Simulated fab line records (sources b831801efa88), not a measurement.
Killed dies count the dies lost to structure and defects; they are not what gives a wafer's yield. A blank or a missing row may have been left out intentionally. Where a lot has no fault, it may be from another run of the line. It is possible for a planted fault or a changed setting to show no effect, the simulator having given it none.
Which of the tools did it? | flow sky130 | 13 lots, 39 wafers sampled, at 2 steps of a route of 708

WHAT THE GAUGES READ, wafer by wafer
SKY_SPACER_THK_MEAS_01.
lot  | measured     | on            | SPACER_CVD_00_THK (nm)
L798 | day 23 02:35 | film metro-01 | 43.3 43.6 43.5
L800 | day 24 04:01 | film metro-01 | 43.6 43.4 43.7
L801 | day 24 08:08 | film metro-02 | 43.7 42.9 43.2
L802 | day 24 19:01 | film metro-03 | 43.1 43.1 43.0
L803 | day 25 06:05 | film metro-02 | 43.6 43.8 43.3
L804 | day 25 08:28 | film metro-01 | 43.1 42.5 43.0
L805 | day 25 21:44 | film metro-02 | 43.5 43.4 43.6
L806 | day 26 11:22 | film metro-02 | 43.7 43.9 44.1
L807 | day 26 12:34 | film metro-01 | 43.6 43.8 43.5
L808 | day 26 20:50 | film metro-02 | 43.0 43.0 43.1
L809 | day 27 08:25 | film metro-03 | 43.5 43.4 43.2
L817 | day 29 15:44 | film metro-01 | 43.2 43.1 43.2
L818 | day 30 00:02 | film metro-02 | 42.9 43.2 43.0

SKY_SD_N_CD_MEAS_07 targets a cd of 380 nm.
lot  | measured     | on        | cd nm (nm)
L798 | day 27 23:31 | cd sem-01 | 382.1 381.6 381.5
L800 | day 29 02:39 | cd sem-02 | 378.7 379.7 378.6
L801 | day 29 05:23 | cd sem-02 | 382.9 385.4 380.8
L802 | day 29 15:13 | cd sem-01 | 381.1 381.9 378.5
L803 | day 30 02:07 | cd sem-02 | 380.8 383.2 383.0
L804 | day 30 04:40 | cd sem-01 | 379.5 379.4 379.8
L805 | day 30 16:56 | cd sem-01 | 383.6 384.1 382.7
L806 | day 31 05:02 | cd sem-02 | 381.1 381.0 381.6
L807 | day 31 06:12 | cd sem-02 | 381.1 382.8 380.7
L808 | day 31 15:09 | cd sem-02 | 380.8 380.5 379.1
L809 | day 32 01:01 | cd sem-02 | 378.9 378.4 376.7
L817 | day 34 05:14 | cd sem-01 | 375.8 375.1 377.8
L818 | day 34 12:16 | cd sem-01 | 376.8 378.2 377.3

TOOL THAT RAN EACH LOT (tool first, then ch and the chambers of the sampled wafers, then the start)
Before these readings, the record contains no process step.

WHAT THE TOOLS THEMSELVES READ (means of the sampled wafers that have a number; where no wafer has one, the mark that the record gives instead)
The record holds no such reading with a usual standard deviation.

THE ANSWER, worked out from the rows above alone
Rule: the lots themselves supply what counts as usual. The widest of any qualifying gaps counts: lots, ordered by their means at a reading, are off when they make up no more than a third of the lots, leave a main group of 4 or more, and stand apart from it by 3 or more times the standard deviation of that group's means. Not used: any main group whose means are identical at the precision the tables above print for the reading. Also off: a lot with no number at a reading for which 4 or more lots have one. Any other lot the step has rows for is counted as sound. First the gauges in route order, then the tools' own readings, where a lot's mean is used as printed above. The first step at which some lot is off is used, and at that step the reading that is off furthest; a lot without a number counts as furthest.
None of the lots is off at any reading shown; this tells nothing.

WHAT WAS PUT IN BY THE SIMULATOR
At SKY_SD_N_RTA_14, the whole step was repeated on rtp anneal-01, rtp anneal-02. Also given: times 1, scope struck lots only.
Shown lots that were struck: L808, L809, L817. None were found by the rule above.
